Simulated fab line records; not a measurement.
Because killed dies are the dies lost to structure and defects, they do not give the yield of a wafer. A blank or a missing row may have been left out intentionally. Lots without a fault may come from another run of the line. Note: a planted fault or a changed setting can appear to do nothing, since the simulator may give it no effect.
Which tool did it? | flow gf180mcu | 36 wafers from 12 lots sampled at 2 of the route's 602 steps

WHAT THE GAUGES SHOWED, per wafer
GF_M1_RS_MEAS_05: measurement is done with a four-point probe. Usual: M1_ALCU_RS 0.0695 ohm/sq, standard deviation 0.00065.
lot  | measured     | on            | M1_ALCU_RS (ohm/sq)                       | flag
L892 | day 16 14:04 | film metro-04 | 0.0695 0.0701 0.0697                      |
L893 | day 16 16:35 | film metro-04 | 0.0693 0.0704 0.0701                      |
L894 | day 17 03:10 | film metro-02 | 0.0695 0.0689 0.0694                      |
L898 | day 18 08:16 | film metro-01 | 0.0698 0.0704 0.0703                      |
L901 | day 19 11:26 | film metro-04 | 0.1139 0.1144 0.1148 0.1137 0.1147 0.1147 | OFF
L904 | day 20 15:39 | film metro-04 | 0.1127 0.1134 0.1151 0.1126 0.1134 0.1148 | OFF
L906 | day 21 07:53 | film metro-04 | 0.0692 0.0697 0.0697                      |
L911 | day 23 01:32 | film metro-02 | 0.0701 0.0694 0.0705                      |
L912 | day 23 06:30 | film metro-04 | 0.0693 0.0677 0.0688                      |
L913 | day 23 23:31 | film metro-02 | 0.0698 0.0695 0.0700                      |
L914 | day 24 01:34 | film metro-04 | 0.0687 0.0678 0.0690                      |
L915 | day 24 07:12 | film metro-01 | 0.0693 0.0698 0.0694                      |

WHICH TOOL RAN EACH LOT (tool, then ch and the chambers of the sampled wafers, then the start)
lot  | GF_M1_SPUTTER_02
L892 | pvd sputter-01, day 16 13:57
L893 | pvd sputter-03, day 16 16:30
L894 | pvd sputter-01, day 17 03:05
L898 | pvd sputter-04, day 18 08:10
L901 | pvd sputter-01, day 19 11:20
L904 | pvd sputter-01, day 20 15:34
L906 | pvd sputter-04, day 21 07:47
L911 | pvd sputter-03, day 23 01:26
L912 | pvd sputter-04, day 23 06:25
L913 | pvd sputter-01, day 23 23:23
L914 | pvd sputter-04, day 24 01:28
L915 | pvd sputter-03, day 24 07:05
- GF_M1_SPUTTER_02: material AlCu, target thk 450 nm, time 23.9 s.

AS READ BY THE TOOLS THEMSELVES (means over the sampled wafers that have a number; for cases with no such wafer, the mark the record gives instead)
GF_M1_SPUTTER_02. Usual: 31.0 % for throttle valve pct, sd 1.
lot  | tool           | throttle valve pct (%) | flag
L892 | pvd sputter-01 | 31.7                   |
L893 | pvd sputter-03 | 30.4                   |
L894 | pvd sputter-01 | 31.6                   |
L898 | pvd sputter-04 | 30.8                   |
L901 | pvd sputter-01 | 31.9                   |
L904 | pvd sputter-01 | 31.6                   |
L906 | pvd sputter-04 | 30.7                   |
L911 | pvd sputter-03 | 30.5                   |
L912 | pvd sputter-04 | 31.5                   |
L913 | pvd sputter-01 | 30.6                   |
L914 | pvd sputter-04 | 31.4                   |
L915 | pvd sputter-03 | 31.0                   |

THE ANSWER, worked out from the rows above alone
Rule: a lot is off if the mean of its wafers that have a number lies more than 3 standard deviations from the usual mean. A lot without any number at a reading at which 4 lots or more have one is off too. Any other lot the step has rows for is counted as sound. After the gauges, taken in route order, come the tools' own readings; for these a lot's mean is taken, as printed above. The first step at which some lot is off is used, and at that step the reading that is off furthest; a lot without a number counts as furthest.
Off: at GF_M1_RS_MEAS_05 (M1_ALCU_RS), L901, L904.
If a tool, at a process step before that reading, ran all the lots that are off and no sound lot after the first of them, it fits. The gauges at GF_M1_RS_MEAS_05 are tried like those tools. No candidate that was tried fits.

WHAT THE SIMULATOR PUT IN
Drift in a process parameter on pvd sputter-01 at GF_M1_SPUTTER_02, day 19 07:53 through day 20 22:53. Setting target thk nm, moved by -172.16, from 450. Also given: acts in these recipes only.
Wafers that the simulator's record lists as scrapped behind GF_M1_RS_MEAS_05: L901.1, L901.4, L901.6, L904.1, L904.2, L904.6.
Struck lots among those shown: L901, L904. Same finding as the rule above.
